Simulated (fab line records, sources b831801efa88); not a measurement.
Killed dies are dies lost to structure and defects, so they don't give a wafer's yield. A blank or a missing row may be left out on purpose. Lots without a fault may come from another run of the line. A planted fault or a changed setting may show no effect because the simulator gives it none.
A struck lot beside a sound one | flow gf180mcu | 14 steps out of a route of 602
Sound: wafers L354.3, L354.4, L354.5. Struck: wafers L342.1, L342.3, L342.5. The cause comes at the end.
At each step with rows: each side's tool, then ch and its chambers, then its first start. Under that, the readings that differ: sound wafers | struck wafers | difference of the means | sigmas: that difference in standard deviations of wafers without a fault.
alike: readings whose means differ by less than 2 such deviations, and words and numbers that are the same on both sides. not compared: withheld readings, readings that some wafer has no value for, bounds like >300 that may hide the same value, and numbers for which the record gives no deviation and whose values overlap.
The two part at a step that has a row with sigmas, a row that says differs or no value, or rows on one side only. Numbers that don't overlap but have no deviation are shown without sigmas and don't part them. A reading that every wafer of one side lacks parts them only if that side has two wafers or more.

GF_V4_OVL_MEAS_15:
  sound on overlay-01, day 29 18:46; struck on overlay-01, day 26 01:34
  alike: V4_OVL
GF_V4_ETCH_16: etches BARC in N2/H2.
  sound on rie_diel-01 ch 1,2, day 29 18:47; struck on rie_diel-03 ch 1,3, day 26 01:37
  alike: drypump_motor_current_A, oes_product_au, throttle_valve_pct
then, 1 step without rows for these wafers: GF_V4_ETCH_17 (etches SiO2 in C4F8/O2/Ar, stops on TiN, target depth 630 nm).
GF_V4_STRIP_18: strips in O2/N2.
  sound on plasma_asher-01 ch 0,1, day 29 18:57; struck on plasma_asher-02 ch 0,1, day 26 01:44
  alike: drypump_motor_current_A, heater_power_w, oes_product_au
  not compared: rf_hours_counter_h
then, 4 steps without rows for these wafers: GF_V4_STRIP_19 (strips in post etch residue remover, time 1200 s); GF_V4_CLEAN_20 (cleans in DIW); GF_V4_SPUTTER_21 (material Ti, target thk 15 nm, time 80.02 s); GF_V4_SPUTTER_22 (material TiN, target thk 10 nm, time 40 s).
GF_V4_CVD_23: deposits W, target thk 350 nm, time 104.9 s.
  sound on cvd_w-01 ch 0,1, day 29 19:37; struck on cvd_w-02 ch 0,1, day 26 02:24
  alike: heater_power_w
  not compared: since_wet_clean_h
GF_V4_RS_MEAS_24: measures by four-point-probe.
  sound on film_metro-03, day 29 19:44; struck on film_metro-03, day 26 02:31
  reading          | sound             | struck            | difference | sigmas
  V4_W_RS (ohm/sq) | 0.326 0.324 0.326 | 0.338 0.339 0.338 | +0.013     | +3
GF_V4_THK_MEAS_25: measures by xrf.
  sound on film_metro-03, day 29 19:50; struck on film_metro-03, day 26 02:38
  reading       | sound       | struck      | difference | sigmas
  V4_W_THK (nm) | 351 354 350 | 337 337 339 | -14        | -3
GF_V4_CMP_26: polishes, stops on SiO2, t overpolish 15 s, target thk 0 nm.
  sound on cmp-01 ch 2,3, day 29 19:56; struck on cmp-02 ch 0,2,3, day 26 02:42
  alike: motor_current_A, overpolish_run_s, slurry_flow_ml_min, time_to_endpoint_s
GF_MIM_SPUTTER_00: material Ti, target thk 37.5 nm, time 150 s.
  sound on pvd_sputter-02, day 29 20:11; struck on pvd_sputter-02, day 26 03:00
  no value came back on the struck wafers for cathode_dc_power_W (W), chamber_pressure_pa (Pa), throttle_valve_pct (%); on the sound wafers cathode_dc_power_W (W) reads 3999.9 3998.7 4000.0
GF_MIM_SPUTTER_01: material TiN, target thk 30 nm, time 25 s.
  sound on pvd_sputter-02, day 29 20:17; struck on pvd_sputter-02, day 26 03:06
  reading                  | sound                | struck               | difference | sigmas
  chamber_pressure_pa (Pa) | 0.3996 0.4009 0.4008 | 0.3991 0.3991 0.3979 | -0.0017    | -2
  alike: cathode_dc_power_W, throttle_valve_pct

WHERE THEY PART
First at GF_V4_RS_MEAS_24; last, within this record, at GF_MIM_SPUTTER_01.

WHY: what the simulator had put in
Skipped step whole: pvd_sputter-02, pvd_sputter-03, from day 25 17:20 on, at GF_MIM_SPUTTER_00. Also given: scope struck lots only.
